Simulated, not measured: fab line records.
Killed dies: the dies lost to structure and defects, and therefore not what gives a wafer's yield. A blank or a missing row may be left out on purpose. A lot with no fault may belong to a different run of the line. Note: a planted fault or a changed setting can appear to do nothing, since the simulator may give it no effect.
fab line records	flow sky130
[record] lots = 5	wafers = 15	last-day = 50
route steps=708 shown VIA2@527 METAL3@532 CAPM@537 PAD_OPEN@708
lots with no fault: from the same line, run without faults
start-h: hours from the record's opening day to when the first of the lot's shown wafers began	wait-h: time in hours since the lot's previous step	" same as the row above	L1.1+2: a row that stands for several wafers	- no value, or no start was given	* or withheld: withheld	< > ~ a bound
route shown NAME@n: NAME is a module with steps in the file, n the number in the route of the first one	usual: average and standard deviation across the fault-free wafers	same: alike in all rows	chamber/n: place in a boat	sites: readings site by site	_std_site: how widely they spread, as a standard deviation	_edge_site: mean of outer sites minus mean of inner sites	radius-mm: for every site, how far away it sits from the centre of the wafer	mask NAME#n: copy n	behind: tool/chamber where the wafer was last shaped	hold: the reason the lot was held/the length of the hold in hours/how it ended	device: names the non-switching transistor (n, p or np)	end of line: the same wafers' tests at the end of the route	a step given without rows: its recipe and nothing more	killed: the dies lost at the first sort to structure and to defects; this is not the yield of the wafer	map: a wafer's dies, marking killed ones x, the rest . and places with no die _
set.NAME: the setting that was run; set.NAME@STEP: the one run at that earlier step	model.NAME: the simulator's own value behind a step, which no gauge read
lots seen at some steps along the route; tables by step, rows by wafer
services: from which hour (start-h, from the record's first day; less than 0 if before it) a tool's chamber was out of use, for how many hours, and why
[[steps]]
[step SKY_VIA2_SPUTTER_20]
[recipe] material = TiN	target-thk-nm = 20	chamber-pressure-pa = 5	power-w = 4000	time-s = 80
[step SKY_VIA2_CVD_21]
[recipe] material = W	target-thk-nm = 420	time-s = 126.4	temp-c = 400	pressure-torr = 40
[usual] heater-power-outer-w = 495/35	heater-power-w = 836/25
[same] time-s = 126.4
lot.wafer	tool	chamber	start-h	wait-h	heater-power-outer-w	heater-power-w
L328.2	cvd-w-02	1	860.43	0.0	577	894
L328.4	"	0	"	"	460	800
L328.6	"	0	"	"	443	793
L330.1	cvd-w-01	1	884.74	0.0	526	881
L330.3	"	1	"	"	517	853
L330.5	"	0	"	"	470	838
L344.1	cvd-w-02	0	986.55	0.0	453	801
L344.5	"	1	"	"	532	825
L344.6	"	0	"	"	459	812
L346.2	cvd-w-01	1	996.70	0.0	516	842
L346.4	"	1	"	"	512	851
L346.6	"	0	"	"	474	833
L348.1	cvd-w-01	0	1010.48	0.0	462	849
L348.4	"	1	"	"	527	852
L348.6	"	1	"	"	519	864
[step SKY_VIA2_RS_MEAS_22]
[recipe] thk-meas-gauge = four-point-probe	reads = W_of_VIA2_CVD_21+TiN_of_VIA2_SPUTTER_20
[usual] VIA2_W_RS = 0.270/0.0037
lot.wafer	tool	chamber	start-h	wait-h	VIA2_W_RS[ohm/sq]
L328.2	film-metro-04	-	860.58	0.1	0.275
L328.4	"	-	"	"	0.277
L328.6	"	-	"	"	0.277
L330.1	film-metro-04	-	884.87	0.1	0.269
L330.3	"	-	"	"	0.271
L330.5	"	-	"	"	0.270
L344.1	film-metro-04	-	986.68	0.1	0.271
L344.5	"	-	"	"	0.270
L344.6	"	-	"	"	0.270
L346.2	film-metro-04	-	996.85	0.1	0.272
L346.4	"	-	"	"	0.271
L346.6	"	-	"	"	0.270
L348.1	film-metro-01	-	1010.61	0.1	0.273
L348.4	"	-	"	"	0.270
L348.6	"	-	"	"	0.270
[step SKY_VIA2_THK_MEAS_23]
[recipe] thk-meas-gauge = xrf	reads = W_of_VIA2_CVD_21
[usual] VIA2_W_THK = 430/6.7
lot.wafer	tool	chamber	start-h	wait-h	VIA2_W_THK[nm]
L328.2	film-metro-04	-	860.69	0.1	425
L328.4	"	-	"	"	422
L328.6	"	-	"	"	422
L330.1	film-metro-04	-	884.99	0.1	430
L330.3	"	-	"	"	426
L330.5	"	-	"	"	428
L344.1	film-metro-04	-	986.80	0.1	430
L344.5	"	-	"	"	436
L344.6	"	-	"	"	431
L346.2	film-metro-04	-	996.96	0.1	428
L346.4	"	-	"	"	430
L346.6	"	-	"	"	433
L348.1	film-metro-01	-	1010.73	0.1	423
L348.4	"	-	"	"	424
L348.6	"	-	"	"	426
[step SKY_VIA2_CMP_24]
[recipe] stop-on = SiO2	t-overpolish-s = 20	down-force-psi = 3.5	platen-rpm = 60	target-thk-nm = 0	pad-velocity-m-s = 0.94248
[usual] motor-current-A = 10.0/0.9	overpolish-run-s = 20.000/0.0082	retaining-ring-pressure-frac = 1.001/0.0054	slurry-flow-ml-min = 150.0/0.47	time-to-endpoint-s = 104/4
lot.wafer	tool	chamber	start-h	wait-h	motor-current-A	overpolish-run-s	retaining-ring-pressure-frac	slurry-flow-ml-min	time-to-endpoint-s
L328.2	cmp-02	3	860.97	0.3	11.0	19.991	0.998	149.4	102
L328.4	"	0	"	"	9.4	20.002	1.000	149.3	97
L328.6	"	2	"	"	8.5	19.999	1.008	149.4	101
L330.3	cmp-02	2	885.10	0.1	9.1	19.986	0.995	150.1	108
L330.1	"	3	"	"	10.2	20.001	1.001	149.5	98
L330.5	"	2	"	"	9.2	20.004	0.999	149.5	105
L344.1	cmp-02	2	986.96	0.1	9.0	20.011	1.002	149.7	108
L344.6	"	0	"	"	9.3	20.011	1.009	149.7	101
L344.5	"	1	"	"	11.4	20.006	1.003	150.7	107
L346.4	cmp-02	2	997.01	0.0	9.2	20.016	1.000	149.4	107
L346.2	"	1	"	"	11.3	19.994	1.000	150.6	107
L346.6	"	3	"	"	9.5	19.992	0.999	149.6	105
L348.4	cmp-01	0	1010.79	0.0	10.2	20.000	0.993	149.6	110
L348.1	"	1	"	"	11.4	19.995	1.002	150.1	103
L348.6	"	1	"	"	11.9	19.988	1.004	150.0	107
[step SKY_METAL3_SPUTTER_00]
[recipe] material = Ti	target-thk-nm = 15	power-w = 3000	time-s = 10	chamber-pressure-pa = 0.4
[step SKY_METAL3_SPUTTER_01]
[recipe] material = TiN	target-thk-nm = 20	power-w = 6500	time-s = 16.7	chamber-pressure-pa = 0.4
[step SKY_METAL3_SPUTTER_02]
[recipe] material = AlCu	target-thk-nm = 735	power-w = 10600	time-s = 39.1	chamber-pressure-pa = 0.4
[usual] throttle-valve-pct = 30.2/1.2
[same] time-s = 39.1
lot.wafer	tool	chamber	start-h	wait-h	throttle-valve-pct
L328.2	pvd-sputter-03	-	861.26	0.0	29.2
L328.4	"	-	"	"	29.0
L328.6	"	-	"	"	30.0
L330.1	pvd-sputter-04	-	885.40	0.0	32.1
L330.3	"	-	"	"	29.3
L330.5	"	-	"	"	29.5
L344.1	pvd-sputter-01	-	987.20	0.0	31.5
L344.5	"	-	"	"	30.2
L344.6	"	-	"	"	30.2
L346.2	pvd-sputter-04	-	997.36	0.0	28.5
L346.4	"	-	"	"	30.7
L346.6	"	-	"	"	32.6
L348.1	pvd-sputter-04	-	1011.14	0.0	32.3
L348.4	"	-	"	"	30.7
L348.6	"	-	"	"	28.6
[step SKY_METAL3_SPUTTER_03]
[recipe] material = Ti	target-thk-nm = 5	power-w = 3000	time-s = 3.3	chamber-pressure-pa = 0.4
[step SKY_METAL3_SPUTTER_04]
[recipe] material = TiN	target-thk-nm = 70	power-w = 6500	time-s = 58.3	chamber-pressure-pa = 0.4
[step SKY_CAPM_CVD_00]
[recipe] material = SiO2	target-thk-nm = 15.5	temp-c = 400	time-s = withheld	rf-w = 450
[usual] heater-power-outer-w = 431/55	heater-power-w = 727/97
lot.wafer	tool	chamber	start-h	wait-h	heater-power-outer-w	heater-power-w
L328.2	pecvd-03	0	861.37	0.0	380	618
L328.4	"	0	"	"	385	623
L328.6	"	2	"	"	533	905
L330.1	pecvd-03	0	885.50	0.0	392	666
L330.3	"	2	"	"	543	882
L330.5	"	0	"	"	393	651
L344.1	pecvd-02	0	987.31	0.0	430	663
L344.5	"	2	"	"	363	670
L344.6	"	0	"	"	425	658
L346.2	pecvd-02	0	997.46	0.0	450	698
L346.4	"	0	"	"	463	720
L346.6	"	1	"	"	509	814
L348.1	pecvd-04	0	1011.25	0.0	420	702
L348.4	"	0	"	"	306	557
L348.6	"	0	"	"	303	574
[step SKY_CAPM_THK_MEAS_01]
[recipe] reads = SiO2_of_CAPM_CVD_00
[usual] CAPM_CVD_00_THK = 15.46/0.21
lot.wafer	tool	chamber	start-h	wait-h	CAPM_CVD_00_THK[nm]
L328.2	film-metro-02	-	861.41	-	15.37
L328.4	"	-	"	"	15.49
L328.6	"	-	"	"	15.53
L330.1	film-metro-03	-	885.52	-	15.49
L330.3	"	-	"	"	15.33
L330.5	"	-	"	"	15.71
L344.1	film-metro-02	-	987.33	-	15.39
L344.5	"	-	"	"	15.51
L344.6	"	-	"	"	15.74
L346.2	film-metro-01	-	997.50	-	15.53
L346.4	"	-	"	"	15.65
L346.6	"	-	"	"	15.61
L348.1	film-metro-01	-	1011.28	-	15.23
L348.4	"	-	"	"	15.46
L348.6	"	-	"	"	15.47
[step SKY_CAPM_SPUTTER_02]
[recipe] material = TiN	target-thk-nm = 200	temp-c = 300	power-w = 6500	time-s = 166.7	chamber-pressure-pa = 0.4
[usual] throttle-valve-pct = 30.1/0.89
lot.wafer	tool	chamber	start-h	wait-h	throttle-valve-pct	model.TiN_of_CAPM_SPUTTER_02.thk-nm
L328.2	pvd-sputter-01	-	861.46	0.0	30.1	199.2
L328.4	"	-	"	"	30.0	198.3
L328.6	"	-	"	"	30.2	198.5
L330.1	pvd-sputter-02	-	885.58	0.1	30.6	200.8
L330.3	"	-	"	"	30.5	199.9
L330.5	"	-	"	"	29.8	200.9
L344.1	pvd-sputter-02	-	987.39	0.1	28.1	202.8
L344.5	"	-	"	"	30.8	201.5
L344.6	"	-	"	"	28.6	201.5
L346.2	pvd-sputter-01	-	997.55	0.0	30.3	212.5
L346.4	"	-	"	"	30.1	197.9
L346.6	"	-	"	"	31.4	201.7
L348.1	pvd-sputter-02	-	1011.34	0.1	29.8	198.6
L348.4	"	-	"	"	30.6	198.9
L348.6	"	-	"	"	30.6	197.5
[step SKY_CAPM_RS_MEAS_03]
[recipe] thk-meas-gauge = four-point-probe	reads = TiN_of_CAPM_SPUTTER_02
[usual] CAPM_TIN_RS = 6.92/0.081
lot.wafer	tool	chamber	start-h	wait-h	CAPM_TIN_RS[ohm/sq]
L328.2	film-metro-02	-	861.59	0.1	6.92
L328.4	"	-	"	"	6.98
L328.6	"	-	"	"	6.97
L330.1	film-metro-01	-	885.69	0.1	6.86
L330.3	"	-	"	"	6.91
L330.5	"	-	"	"	6.88
L344.1	film-metro-02	-	987.50	0.1	6.82
L344.5	"	-	"	"	6.87
L344.6	"	-	"	"	6.88
L346.2	film-metro-02	-	997.68	0.1	6.51
L346.4	"	-	"	"	6.99
L346.6	"	-	"	"	6.87
L348.1	film-metro-02	-	1011.45	0.1	6.97
L348.4	"	-	"	"	6.95
L348.6	"	-	"	"	7.01
[step SKY_CAPM_THK_MEAS_04]
[recipe] thk-meas-gauge = xrf	reads = TiN_of_CAPM_SPUTTER_02
[usual] CAPM_TIN_THK = 200.1/2.5
lot.wafer	tool	chamber	start-h	wait-h	CAPM_TIN_THK[nm]
L328.2	film-metro-02	-	861.70	0.1	199.6
L328.4	"	-	"	"	198.9
L328.6	"	-	"	"	198.0
L330.1	film-metro-01	-	885.81	0.1	202.6
L330.3	"	-	"	"	200.8
L330.5	"	-	"	"	201.6
L344.1	film-metro-02	-	987.62	0.1	201.7
L344.5	"	-	"	"	200.7
L344.6	"	-	"	"	200.1
L346.2	film-metro-02	-	997.79	0.1	211.2
L346.4	"	-	"	"	196.2
L346.6	"	-	"	"	199.5
L348.1	film-metro-02	-	1011.57	0.1	196.6
L348.4	"	-	"	"	196.7
L348.6	"	-	"	"	195.5
[step SKY_CAPM_DEHYDRATE_05]
[recipe] temp-c = 200	time-s = 60
[step SKY_CAPM_HMDS_06]
[recipe] prime-time-s = 60	prime-temp-c = 120
[step SKY_CAPM_COAT_07]
[recipe] resist = NOVOLAK	spin-rpm = 3000	resist-thk-nm = 1140
[step SKY_CAPM_SOFTBAKE_08]
[recipe] temp-c = 90	time-s = 60	resist = NOVOLAK
[step SKY_CAPM_EXPOSE_09]
[recipe] mask-id = CAPM	na = 0.6	source-shape = conventional	sigma-outer = 0.6	polarization = unpolarized	target-cd-nm = 1000	dose-mj = 159
[step SKY_CAPM_PEB_10]
[recipe] temp-c = withheld	time-s = *	resist = NOVOLAK
[step SKY_CAPM_DEVELOP_11]
[recipe] resist = NOVOLAK	developer = TMAH	develop-time-s = 60	dev-temp-c = 23
[step SKY_CAPM_OVL_MEAS_12]
[usual] CAPM_OVL = 0.3/1.5
lot.wafer	tool	chamber	start-h	wait-h	CAPM_OVL[nm]
L328.2	overlay-02	-	887.44	0.1	-0.1
L328.4	"	-	"	"	-2.0
L328.6	"	-	"	"	0.4
L330.1	overlay-01	-	910.87	0.1	-0.3
L330.3	"	-	"	"	0.4
L330.5	"	-	"	"	-0.7
L344.1	overlay-02	-	1011.37	0.1	0.8
L344.5	"	-	"	"	-0.3
L344.6	"	-	"	"	1.1
L346.2	overlay-02	-	1020.93	0.1	1.7
L346.4	"	-	"	"	2.1
L346.6	"	-	"	"	2.4
L348.1	overlay-01	-	1034.12	0.1	3.8
L348.4	"	-	"	"	0.5
L348.6	"	-	"	"	2.6
[step SKY_CAPM_METAL_ETCH_13]
[recipe] target-depth-nm = 220	stop-on = SiO2	chemistry = Cl2/BCl3	target = TiN	pressure-mtorr = 10	icp-w = 900	bias-w = 48.5	Cl2_flow_sccm = 60	bcl3-flow-sccm = 30	time-s = 62.9
[usual] drypump-motor-current-A = 5.9/0.47	mfc-cl2-sccm = 59.99/0.19	oes-product-au = 0.941/0.0083	throttle-valve-pct = 21.903/0.0099
[same] time-s = 62.9
lot.wafer	tool	chamber	start-h	wait-h	drypump-motor-current-A	mfc-cl2-sccm	oes-product-au	rf-hours-counter-h	throttle-valve-pct
L328.2	rie-metal-01	0	887.47	0.0	5.5	60.14	0.934	13	21.906
L328.4	"	0	"	"	5.5	60.26	0.939	-	21.900
L328.6	"	0	"	"	5.5	60.37	0.935	-	21.895
L330.1	rie-metal-02	1	910.90	0.0	6.7	60.07	0.941	12	21.901
L330.3	"	1	"	"	6.7	59.73	0.942	-	21.905
L330.5	"	1	"	"	6.6	59.98	0.956	-	21.901
L344.1	rie-metal-03	0	1011.41	0.0	5.4	59.97	0.946	5	21.911
L344.5	"	1	"	"	6.1	60.08	0.948	-	21.909
L344.6	"	0	"	"	5.4	60.06	0.945	-	21.901
L346.2	rie-metal-01	0	1020.96	0.0	5.5	60.23	0.971	17	21.872
L346.4	"	1	"	"	5.3	59.98	0.930	-	21.907
L346.6	"	1	"	"	5.3	60.09	0.947	-	21.906
L348.1	rie-metal-01	1	1034.16	0.0	5.4	60.23	0.941	23	21.902
L348.4	"	1	"	"	5.4	60.33	0.944	-	21.912
L348.6	"	1	"	"	5.4	59.94	0.931	-	21.924
[step SKY_CAPM_STRIP_14]
[recipe] chemistry = O2/N2	power-w = 1400	pressure-mtorr = 1500	platen-temp-c = withheld	o2-flow-sccm = 3000	n2-flow-sccm = 300	overash-fraction = 0.5
[step SKY_CAPM_STRIP_15]
[recipe] chemistry = post-etch-residue-remover	time-s = 1200	temp-c = 72.5
[step SKY_CAPM_CLEAN_16]
[recipe] chemistry = IPA	time-s = 180	temp-c = 25
[step SKY_CAPM_CLEAN_17]
[recipe] chemistry = O3/DIW	dry = n2-spin
[step SKY_METAL3_DEHYDRATE_05]
[recipe] temp-c = 200	time-s = 60
[step SKY_METAL3_HMDS_06]
[recipe] prime-time-s = 60	prime-temp-c = 120
[step SKY_METAL3_COAT_07]
[recipe] resist = BARC	temp-c = withheld	time-s = withheld	spin-rpm = 3000	resist-thk-nm = 60
[step SKY_METAL3_COAT_08]
[recipe] resist = KrF-thick	spin-rpm = 3000	resist-thk-nm = 1140
[step SKY_METAL3_SOFTBAKE_09]
[recipe] temp-c = 100	time-s = 90	resist = KrF-thick
[step SKY_METAL3_EXPOSE_10]
[recipe] mask-id = MM3	na = 0.68	source-shape = annular	sigma-inner = 0.4	sigma-outer = 0.8	target-cd-nm = 300	dose-mj = 28
[step SKY_METAL3_PEB_11]
[recipe] peb-temp-c = withheld	peb-time-s = withheld	resist = KrF-thick
[step SKY_METAL3_DEVELOP_12]
[recipe] develop-time-s = 60	resist = KrF-thick	dev-temp-c = 21
[step SKY_METAL3_CD_MEAS_13]
[recipe] target-cd-nm = 300
[usual] cd-nm = 300.1/1.3
lot.wafer	tool	chamber	start-h	wait-h	cd-nm
L328.2	cd-sem-01	-	912.94	-	299.7
L328.4	"	-	"	"	301.5
L328.6	"	-	"	"	299.2
L330.1	cd-sem-01	-	936.46	-	300.2
L330.3	"	-	"	"	300.6
L330.5	"	-	"	"	300.5
L344.1	cd-sem-01	-	1034.61	-	302.6
L344.5	"	-	"	"	301.4
L344.6	"	-	"	"	303.4
L346.2	cd-sem-01	-	1044.19	-	300.1
L346.4	"	-	"	"	298.8
L346.6	"	-	"	"	299.8
L348.1	cd-sem-01	-	1056.36	-	302.0
L348.4	"	-	"	"	300.5
L348.6	"	-	"	"	301.9
[step SKY_METAL3_OVL_MEAS_14]
[usual] METAL3_OVL = -1/7.2
lot.wafer	tool	chamber	start-h	wait-h	METAL3_OVL[nm]
L328.2	overlay-01	-	913.05	0.1	-5
L328.4	"	-	"	"	-8
L328.6	"	-	"	"	-4
L330.1	overlay-02	-	936.58	0.1	7
L330.3	"	-	"	"	7
L330.5	"	-	"	"	10
L344.1	overlay-02	-	1034.73	0.1	-1
L344.5	"	-	"	"	0
L344.6	"	-	"	"	-7
L346.2	overlay-02	-	1044.30	0.1	-1
L346.4	"	-	"	"	-10
L346.6	"	-	"	"	-3
L348.1	overlay-02	-	1056.48	0.1	-2
L348.4	"	-	"	"	-6
L348.6	"	-	"	"	-6
[step SKY_METAL3_DESCUM_15]
[recipe] chemistry = O2	source-power-w = 150	bias-power-w = 0	pressure-mtorr = 10	temp-c = 40	time-s = 8
[usual] drypump-motor-current-A = 6.1/0.51	oes-product-au = 0.994/0.011
[same] time-s = 8
lot.wafer	tool	chamber	start-h	wait-h	drypump-motor-current-A	oes-product-au	rf-hours-counter-h
L328.2	rie-metal-04	0	913.08	0.0	6.4	1.015	12
L328.4	"	1	"	"	6.8	0.997	-
L328.6	"	0	"	"	6.4	1.006	-
L330.1	rie-metal-04	1	936.62	0.0	6.7	1.005	12
L330.3	"	0	"	"	6.4	1.018	-
L330.5	"	1	"	"	6.7	1.009	-
L344.1	rie-metal-02	0	1034.77	0.0	6.0	0.987	6
L344.5	"	1	"	"	6.6	0.988	-
L344.6	"	0	"	"	6.0	0.991	-
L346.2	rie-metal-01	0	1044.33	0.0	5.5	1.000	19
L346.4	"	1	"	"	5.4	0.993	-
L346.6	"	1	"	"	5.3	0.984	-
L348.1	rie-metal-02	0	1056.52	0.0	6.0	0.985	7
L348.4	"	1	"	"	6.6	0.989	-
L348.6	"	1	"	"	6.6	0.992	-
[step SKY_METAL3_ETCH_16]
[recipe] chemistry = N2/H2	target = BARC	ion-energy-ev = 200	bias-w = 100	pressure-mtorr = 30	n2-flow-sccm = 100	h2-flow-sccm = 200	icp-w = 500	stop-on = SiO2	time-s = 88.2	target-depth-a = 600
[step SKY_METAL3_ETCH_17]
[recipe] target = SiO2	stop-on = TiN	chemistry = C4F8/O2/Ar	source-w = 1500	bias-w = 1200	pressure-mtorr = 40	c4f8-flow-sccm = withheld	O2_flow_sccm = 6	Ar_flow_sccm = 300	time-s = 3.9	target-depth-a = 150
[step SKY_METAL3_METAL_ETCH_18]
[recipe] target-depth-a = 8450	stop-on = SiO2	over-etch-frac = 0.3	time-s = 183.1	chemistry = Cl2/BCl3	resist-sidewall-deg = 88	pressure-mtorr = 10	icp-w = 900	bias-w = 48.5	Cl2_flow_sccm = 60	bcl3-flow-sccm = 30
[step SKY_METAL3_STRIP_20]
[recipe] chemistry = post-etch-residue-remover	time-s = 1200	temp-c = 72.5
[same] time-s = 1200
lot.wafer	tool	chamber	start-h	wait-h	model.TiN_of_CAPM_SPUTTER_02.thk-nm
L328.2	wet-bench-04	3	913.51	0.1	198.4
L328.4	"	3	"	"	197.4
L328.6	"	3	"	"	197.6
L330.1	wet-bench-01	3	937.04	0.1	199.9
L330.3	"	3	"	"	199.1
L330.5	"	3	"	"	200
L344.1	wet-bench-01	1	1035.37	0.1	202
L344.5+6	"	1	"	"	200.6
L346.2	wet-bench-02	0	1044.93	0.1	211.7
L346.4	"	0	"	"	197.1
L346.6	"	0	"	"	200.8
L348.1	wet-bench-02	1	1056.95	0.1	197.8
L348.4	"	1	"	"	198.1
L348.6	"	1	"	"	196.6
[step SKY_PAD_OPEN_PROBE_99]
[usual] defect-limited-yield = 82.4/1.9	killed_at_M0_to_M3 = 44/7.5	killed_at_M4_up = 3.2/1.9	killed-at-contacts = 23/4.7	killed-at-front-end = 15/4.7	killed-at-other = 0.4/0.66	killed-dies = 87/9.3	killed-open = 47/7.2	killed-short = 39/6.5	sort_bin_3_pad_short = 0.8/0.39	sort_bin_5_function = 10.5/1.4	sort_bin_6_memory = 6.3/1.2	sort-n-pass = 405/9.3	sort-yield-pct = 82.4/1.9
[same] gross-dies = 492	killed-at-back-side = 0	sort_bin_4_leakage[%] = 0	sort_bin_8_speed[%] = 0
lot.wafer	tool	chamber	start-h	wait-h	defect-limited-yield[%]	killed_at_M0_to_M3	killed_at_M4_up	killed-at-contacts	killed-at-front-end	killed-at-other	killed-dies	killed-open	killed-short	sort_bin_3_pad_short[%]	sort_bin_5_function[%]	sort_bin_6_memory[%]	sort-n-pass	sort-yield-pct[%]	model.etest.cap-mim.plate-ohm-sq
L328.2	prober-02	-	1086.09	0.1	80.1	47	5	27	19	0	98	45	53	0.6	10.4	8.9	394	80.1	6.048
L328.4	prober-02	-	1086.19	0.2	81.5	45	2	30	14	0	91	43	48	1.0	8.9	8.5	401	81.5	6.113
L328.6	prober-02	-	1086.29	0.2	83.7	47	1	19	13	0	80	47	33	1.0	8.5	6.7	412	83.7	6.026
L330.1	prober-02	-	1107.54	0.1	80.9	45	3	30	16	0	94	58	36	0.4	10.4	8.3	398	80.9	5.928
L330.3	prober-02	-	1107.64	0.2	81.7	28	6	32	24	0	90	38	52	1.4	8.1	8.7	402	81.7	6.019
L330.5	prober-02	-	1107.74	0.2	80.7	62	3	16	14	0	95	48	47	1.4	11.4	6.5	397	80.7	5.956
L344.1	prober-02	-	1180.60	0.1	81.5	39	3	28	20	1	91	49	42	0.8	9.6	8.1	401	81.5	5.908
L344.5	prober-02	-	1180.80	0.2	86.2	31	0	18	19	0	68	29	39	0.8	8.3	4.7	424	86.2	5.932
L344.6	prober-02	-	1180.85	0.2	79.7	46	2	30	21	1	100	57	43	1.4	11.6	7.3	392	79.7	5.976
L346.2	prober-02	-	1190.00	0.1	83.7	45	1	25	9	0	80	42	37	1.2	8.9	6.1	412	83.7	5.668
L346.4	prober-02	-	1190.10	0.2	83.9	38	5	24	12	0	79	42	37	0.4	9.8	5.9	413	83.9	6.079
L346.6	prober-02	-	1190.20	0.2	82.9	44	1	24	15	0	84	48	36	0.8	11.4	4.9	408	82.9	5.932
L348.1	prober-01	-	1201.19	0.1	86.6	25	4	15	22	0	66	40	26	0.6	9.6	3.3	426	86.6	6.067
L348.4	prober-01	-	1201.34	0.2	86.2	38	4	10	16	0	68	32	36	0.8	7.5	5.5	424	86.2	6.057
L348.6	prober-01	-	1201.44	0.2	82.7	34	7	26	18	0	85	51	34	1.0	11.0	5.3	407	82.7	6.095
// killed by level:class
L328.2 VIA1:geometric-particle:open=12 POLY_GATE:geometric-particle:open=8 METAL3:geometric-particle:short=7 CONTACT:geometric-particle:short=7 LI_CONTACT:geometric-particle:open=7 CONTACT:geometric-particle:open=7 VIA3:geometric-particle:open=6 LOCAL_INTERCONNECT:geometric-particle:short=5
L328.4 CONTACT:geometric-particle:open=11 METAL2:geometric-particle:short=9 VIA1:geometric-particle:open=8 VIA1:geometric-particle:short=6 CONTACT:geometric-particle:short=6 VIA2:geometric-particle:open=5 LOCAL_INTERCONNECT:geometric-particle:short=5 POLY_GATE:geometric-particle:short=4
L328.6 VIA1:geometric-particle:open=14 VIA2:geometric-particle:open=9 VIA1:geometric-particle:short=8 CONTACT:geometric-particle:short=7 VIA3:geometric-particle:open=6 CONTACT:geometric-particle:open=5 FIELD_ISO:geometric-particle:open=4 LI_CONTACT:geometric-particle:open=4
L330.1 CONTACT:geometric-particle:open=15 VIA1:geometric-particle:open=14 METAL2:geometric-particle:short=11 LI_CONTACT:geometric-particle:open=6 METAL1:geometric-particle:short=6 FIELD_ISO:geometric-particle:open=5 LOCAL_INTERCONNECT:geometric-particle:short=5 POLY_GATE:geometric-particle:short=4
L330.3 CONTACT:geometric-particle:open=9 FIELD_ISO:geometric-particle:short=7 LI_CONTACT:geometric-particle:open=7 FIELD_ISO:geometric-particle:open=6 METAL2:geometric-particle:short=6 POLY_GATE:geometric-particle:short=5 LI_CONTACT:geometric-particle:short=5 LOCAL_INTERCONNECT:geometric-particle:short=5
L330.5 VIA1:geometric-particle:open=13 METAL2:geometric-particle:short=11 VIA2:geometric-particle:open=10 VIA1:geometric-particle:short=8 VIA3:geometric-particle:open=7 CONTACT:geometric-particle:open=6 CONTACT:geometric-particle:short=5 METAL1:geometric-particle:short=5
L344.1 LOCAL_INTERCONNECT:geometric-particle:short=12 VIA1:geometric-particle:open=11 VIA3:geometric-particle:open=8 LI_CONTACT:geometric-particle:open=7 FIELD_ISO:geometric-particle:open=6 CONTACT:geometric-particle:open=6 FIELD_ISO:geometric-particle:short=5 POLY_GATE:geometric-particle:open=4
L344.5 VIA1:geometric-particle:open=9 FIELD_ISO:geometric-particle:short=7 METAL3:geometric-particle:short=5 LI_CONTACT:geometric-particle:open=4 LOCAL_INTERCONNECT:geometric-particle:short=4 CONTACT:geometric-particle:short=4 METAL1:geometric-particle:short=4 FIELD_ISO:geometric-particle:open=3
L344.6 VIA1:geometric-particle:open=15 LI_CONTACT:geometric-particle:open=9 CONTACT:geometric-particle:open=8 VIA3:geometric-particle:open=7 FIELD_ISO:geometric-particle:open=6 POLY_GATE:geometric-particle:short=6 LOCAL_INTERCONNECT:geometric-particle:short=6 VIA1:geometric-particle:short=5
L346.2 VIA1:geometric-particle:open=11 CONTACT:geometric-particle:open=9 METAL2:geometric-particle:short=8 VIA2:geometric-particle:open=7 LOCAL_INTERCONNECT:geometric-particle:short=5 VIA1:geometric-particle:short=5 CONTACT:geometric-particle:short=5 LI_CONTACT:geometric-particle:open=4
L346.4 VIA3:geometric-particle:open=9 CONTACT:geometric-particle:open=7 METAL2:geometric-particle:short=7 LOCAL_INTERCONNECT:geometric-particle:short=6 LI_CONTACT:geometric-particle:open=4 CONTACT:geometric-particle:short=4 VIA2:geometric-particle:short=4 METAL4:geometric-particle:short=4
L346.6 CONTACT:geometric-particle:open=12 VIA3:geometric-particle:open=9 VIA2:geometric-particle:open=7 LI_CONTACT:geometric-particle:open=6 VIA1:geometric-particle:short=5 FIELD_ISO:geometric-particle:short=4 POLY_GATE:geometric-particle:short=4 METAL1:geometric-particle:short=4
L348.1 VIA1:geometric-particle:open=9 POLY_GATE:geometric-particle:short=8 LI_CONTACT:geometric-particle:open=6 POLY_GATE:geometric-particle:open=5 SPACER:geometric-particle:short=3 POLY_CUT:geometric-particle:open=3 METAL4:geometric-particle:short=3 CONTACT:geometric-particle:short=3
L348.4 METAL2:geometric-particle:short=8 VIA2:geometric-particle:open=6 VIA1:geometric-particle:open=6 FIELD_ISO:geometric-particle:short=5 FIELD_ISO:geometric-particle:open=5 CONTACT:geometric-particle:open=4 VIA3:geometric-particle:open=4 LI_CONTACT:geometric-particle:open=3
L348.6 CONTACT:geometric-particle:open=13 METAL2:geometric-particle:short=10 VIA1:geometric-particle:open=7 LI_CONTACT:geometric-particle:open=6 VIA2:geometric-particle:open=6 FIELD_ISO:geometric-particle:open=5 POLY_GATE:geometric-particle:open=5 POLY_GATE:geometric-particle:short=4
[[services]]
tool	chamber	start-h	hours	kind
cvd-w-01	1	836.44	3.2	repair
rie-metal-02	-	841.42	2.8	pm
cvd-w-01	1	847.25	5.1	repair
pvd-sputter-04	-	847.47	0.7	repair
rie-metal-01	0	888.64	6.2	repair
rie-metal-01	0	899.28	4.7	repair
cmp-02	-	900.07	5.6	pm
cvd-w-02	-	904.00	14.0	pm
pecvd-03	1	906.06	6.5	repair
wet-bench-01	-	909.38	4.4	repair
pvd-sputter-04	-	916.36	3.7	repair
cmp-02	-	925.84	8.8	pm
rie-metal-01	0	933.20	41.5	repair
rie-metal-01	1	941.49	1.2	repair
cmp-02	-	955.57	12.2	pm
pvd-sputter-02	-	966.09	4.3	repair
pvd-sputter-04	-	967.10	2.8	repair
pvd-sputter-02	-	998.37	2.7	repair
pvd-sputter-02	-	999.21	5.1	repair
pvd-sputter-02	-	1000.78	9.7	repair
pvd-sputter-01	-	1003.60	7.8	repair
pvd-sputter-01	-	1009.42	1.0	repair
rie-metal-01	-	1021.74	0.5	repair
cmp-02	-	1051.79	0.3	repair
[[key]]
[first-sign] step = SKY_CAPM_RS_MEAS_03	reading = CAPM_TIN_RS	direction = down	sigmas = 5	usual = 6.92	struck = 6.51
[effect] step = SKY_CAPM_THK_MEAS_04	reading = CAPM_TIN_THK	direction = up	sigmas = 4.4	usual = 200.1	struck = 211.2
[effect] step = SKY_CAPM_METAL_ETCH_13	reading = oes-product-au	direction = up	sigmas = 3.7	usual = 0.941	struck = 0.971
[model-effect] step = SKY_CAPM_SPUTTER_02	value = TiN_of_CAPM_SPUTTER_02.thk-nm	without = 198.9	struck = 212.5
[model-effect] step = SKY_METAL3_STRIP_20	value = TiN_of_CAPM_SPUTTER_02.thk-nm	without = 198.1	struck = 211.7
[model-effect] step = SKY_PAD_OPEN_PROBE_99	value = etest.cap-mim.plate-ohm-sq	without = 6.054	struck = 5.668
met-at SKY_CAPM_SPUTTER_02
struck-wafers L346.2
[fault] kind = process-parameter-drift	tool = pvd-sputter-01	chamber = -	onset-h = 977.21	steps = SKY_CAPM_SPUTTER_02	channel = time-s	offset = *	shape = step	end-h = 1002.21	acts-in = *	stated = *	scope = struck-wafers-only
